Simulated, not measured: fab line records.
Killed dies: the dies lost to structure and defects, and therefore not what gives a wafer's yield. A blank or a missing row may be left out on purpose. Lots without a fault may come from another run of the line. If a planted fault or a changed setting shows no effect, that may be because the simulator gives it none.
A struck lot beside a sound one | flow sky130 | 45 out of 708 route steps
Sound: the wafers L368.1, L368.4, L368.6. The struck wafers were L373.1, L373.2, L373.4. The cause is given at the end.
At each step with rows: each side's tool, then ch and its chambers, then its first start. Under that, the readings that differ: sound wafers | struck wafers | difference of the means | sigmas: that difference in standard deviations of wafers without a fault.
alike: same words and numbers on both sides, and readings whose means sit less than 2 such deviations apart. not compared: any withheld reading, any reading some wafer has no value for, any bound like >300 that may hide the same value, and any number with overlapping values for which the record gives no deviation.
A row with sigmas, a row that says differs or no value, or rows on one side alone: a step with any of these is where the two part. Numbers that don't overlap but have no deviation are shown without sigmas and don't part them. A reading missing from all wafers of one side parts the sides only when that side holds two or more wafers.

first, 5 steps without rows for these wafers: SKY_LDD_P_COAT_02 (resist thk 1140 nm); SKY_LDD_P_SOFTBAKE_03 (time 60 s); SKY_LDD_P_EXPOSE_04 (exposes mask PSDM, target cd 380 nm); SKY_LDD_P_PEB_05; SKY_LDD_P_DEVELOP_06 (develop time 60 s).
SKY_LDD_P_CD_MEAS_07: the cd target is 380 nm.
  sound on cd-sem-01 at day 20 09:11; struck on cd-sem-02 at day 21 19:02
  reading    | sound             | struck            | difference | sigmas
  cd-nm (nm) | 381.4 381.5 381.8 | 374.8 377.4 376.5 | -5.3       | -2
SKY_LDD_P_OVL_MEAS_08:
  sound on overlay-02 at day 20 09:19; struck on overlay-02 at day 21 19:10
  alike: LDD_P_OVL
after that, 1 step had no rows for these wafers: SKY_LDD_P_IMPLANT_09.
SKY_LDD_P_STRIP_10: strips in O2/N2.
  sound on plasma-asher-04 ch 0,1, day 20 09:29; struck on plasma-asher-03 ch 0,1, day 21 19:20
  alike: chamber-pressure-mTorr, drypump-motor-current-A, oes-product-au, strip-time-to-endpoint-s
  not compared: rf-hours-counter-h
SKY_LDD_P_TW_MEAS_11:
  sound on film-metro-01 at day 20 09:35; struck on film-metro-03 at day 21 19:26
  alike: LDD_P_TW
then, 2 steps without rows for these wafers: SKY_LDD_HVN_DEHYDRATE_00 (time 60 s); SKY_LDD_HVN_HMDS_01 (prime time 60 s).
SKY_LDD_HVN_COAT_02: resist thk 300 nm.
  sound on litho-track-04 ch 0, day 21 00:02; struck on litho-track-04 ch 0, day 22 10:08
  reading                                      | sound           | struck          | difference | sigmas
  model.NOVOLAK_of_LDD_HVN_COAT_02.thk-nm (nm) | 298.1 298 298.3 | 111.3 111 110.9 | -187.1     |
  alike: chill-plate-temp-C
then, 3 steps without rows for these wafers: SKY_LDD_HVN_SOFTBAKE_03 (time 60 s); SKY_LDD_HVN_EXPOSE_04 (exposes mask HVNTM, target cd 700 nm); SKY_LDD_HVN_PEB_05.
SKY_LDD_HVN_DEVELOP_06: develop time 60 s.
  sound on litho-track-04 ch 0, day 21 15:47; struck on litho-track-04 ch 0, day 23 02:29
  reading                                      | sound             | struck            | difference | sigmas
  model.NOVOLAK_of_LDD_HVN_COAT_02.thk-nm (nm) | 297.7 297.6 297.9 | 110.9 110.6 110.5 | -187.1     |
  alike: chill-plate-temp-C
SKY_LDD_HVN_OVL_MEAS_07:
  sound on overlay-02 at day 21 15:56; struck on overlay-02 at day 23 02:38
  alike: LDD_HVN_OVL
after that, 1 step had no rows for these wafers: SKY_LDD_HVN_IMPLANT_08.
SKY_LDD_HVN_STRIP_09: strips in O2/N2.
  sound on plasma-asher-04 ch 0, day 21 16:07; struck on plasma-asher-03 ch 0,1, day 23 02:49
  reading                      | sound             | struck            | difference | sigmas
  oes-product-au (a.u.)        | 0.405 0.398 0.404 | 0.311 0.308 0.307 | -0.094     | -21
  strip-time-to-endpoint-s (s) | 4.112 4.113 4.104 | 1.594 1.586 1.595 | -2.518     | -99 or more
  alike: chamber-pressure-mTorr, drypump-motor-current-A
  not compared: rf-hours-counter-h
SKY_LDD_HVN_TW_MEAS_10:
  sound on film-metro-03 at day 21 16:13; struck on film-metro-02 at day 23 02:55
  alike: LDD_HVN_TW
then, 7 steps without rows for these wafers: SKY_LDD_HVP_DEHYDRATE_00 (time 60 s); SKY_LDD_HVP_HMDS_01 (prime time 60 s); SKY_LDD_HVP_COAT_02 (resist thk 300 nm); SKY_LDD_HVP_SOFTBAKE_03 (time 60 s); SKY_LDD_HVP_EXPOSE_04 (exposes mask HVPTM, target cd 700 nm); SKY_LDD_HVP_PEB_05; SKY_LDD_HVP_DEVELOP_06 (develop time 60 s).
SKY_LDD_HVP_OVL_MEAS_07:
  sound on overlay-02 at day 22 22:59; struck on overlay-02 at day 24 08:59
  alike: LDD_HVP_OVL
after that, 1 step had no rows for these wafers: SKY_LDD_HVP_IMPLANT_08.
SKY_LDD_HVP_STRIP_09: strips in O2/N2.
  sound on plasma-asher-03 ch 0,1, day 22 23:10; struck on plasma-asher-01 ch 0,1, day 24 09:10
  alike: chamber-pressure-mTorr, drypump-motor-current-A, oes-product-au, strip-time-to-endpoint-s
  not compared: rf-hours-counter-h
SKY_LDD_HVP_TW_MEAS_10:
  sound on film-metro-02 at day 22 23:16; struck on film-metro-04 at day 24 09:16
  reading    | sound       | struck      | difference | sigmas
  LDD_HVP_TW | 461 461 463 | 857 860 864 | +399       | +75
then, 7 steps without rows for these wafers: SKY_LDD_LDN_DEHYDRATE_00 (time 60 s); SKY_LDD_LDN_HMDS_01 (prime time 60 s); SKY_LDD_LDN_COAT_02 (resist thk 1140 nm); SKY_LDD_LDN_SOFTBAKE_03 (time 60 s); SKY_LDD_LDN_EXPOSE_04 (exposes mask LDNTM, target cd 700 nm); SKY_LDD_LDN_PEB_05; SKY_LDD_LDN_DEVELOP_06 (develop time 60 s).
SKY_LDD_LDN_OVL_MEAS_07:
  sound on overlay-01 at day 24 06:01; struck on overlay-01 at day 25 14:56
  alike: LDD_LDN_OVL
then, 2 steps without rows for these wafers: SKY_LDD_LDN_IMPLANT_08; SKY_LDD_LDN_IMPLANT_09.
SKY_LDD_LDN_TW_MEAS_13:
  sound on film-metro-03 at day 24 06:45; struck on film-metro-04 at day 25 15:40
  reading    | sound          | struck         | difference | sigmas
  LDD_LDN_TW | 1458 1460 1464 | 1534 1539 1530 | +74        | +13
-- record jumps: 4 days separate the struck wafers' starts on either side; left off in module LDD_LDN, taken up again in module RES_XHIGH, whose first shown step is the route's number 341 --
SKY_RES_XHIGH_TW_MEAS_09:
  sound on film-metro-02 at day 28 00:22; struck on film-metro-03 at day 29 11:02
  alike: RES_XHIGH_TW
-- record jumps: 18 days separate the struck wafers' starts on either side; left off in module RES_XHIGH, taken up again in module PAD_OPEN, whose first shown step is the route's number 708 --
SKY_PAD_OPEN_PROBE_99:
  sound on prober-01 at day 46 18:14; struck on prober-01 at day 47 16:03
  reading                                     | sound               | struck                        | difference | sigmas
  model.etest.tip-p.rs-ohm-sq                 | 6912 6918 6851      | 1.517e+04 1.516e+04 1.535e+04 | +8.333e+03 |
  model.etest.tip_p_5v.rs-ohm-sq              | 2863 2868 2869      | 3530 3552 3563                | +682       |
  model.etest.tip-sonos.rs-ohm-sq             | 2606 2592 2620      | 2202 2208 2188                | -407       |
  model.etest.pfet_01v8.r-on-ohm-um           | 2946 2936 2907      | 3208 3271 3276                | +322       |
  model.etest.tip-p.rs-ohm-sq-range           | 186.2 120 195.8     | 320.7 390.5 337               | +182.1     |
  model.etest.tip-p.rs-ohm-sq-rim-less-centre | -37.41 -51.86 38.02 | 254.2 191.6 165.5             | +220.8     |
  model.etest.sonos-uncharged.r-on-ohm-um     | 814 820.5 816.7     | 796.5 799.3 811.6             | -14.6      |
  model.etest.pfet_01v8.drive-ua-um           | 188.2 189.5 190.8   | 168.6 166.9 166.2             | -22.3      |
  alike: killed_at_M0_to_M3, killed_at_M4_up, killed-at-contacts, killed-at-front-end, killed-at-other, killed-dies, killed-open, killed-short

== WHERE THEY PART ==
First at SKY_LDD_P_CD_MEAS_07; last, within this record, at SKY_LDD_LDN_TW_MEAS_13. Later steps at which nothing parts them and some readings are alike: SKY_RES_XHIGH_TW_MEAS_09, SKY_PAD_OPEN_PROBE_99.

WHY: what had been put in by the simulator
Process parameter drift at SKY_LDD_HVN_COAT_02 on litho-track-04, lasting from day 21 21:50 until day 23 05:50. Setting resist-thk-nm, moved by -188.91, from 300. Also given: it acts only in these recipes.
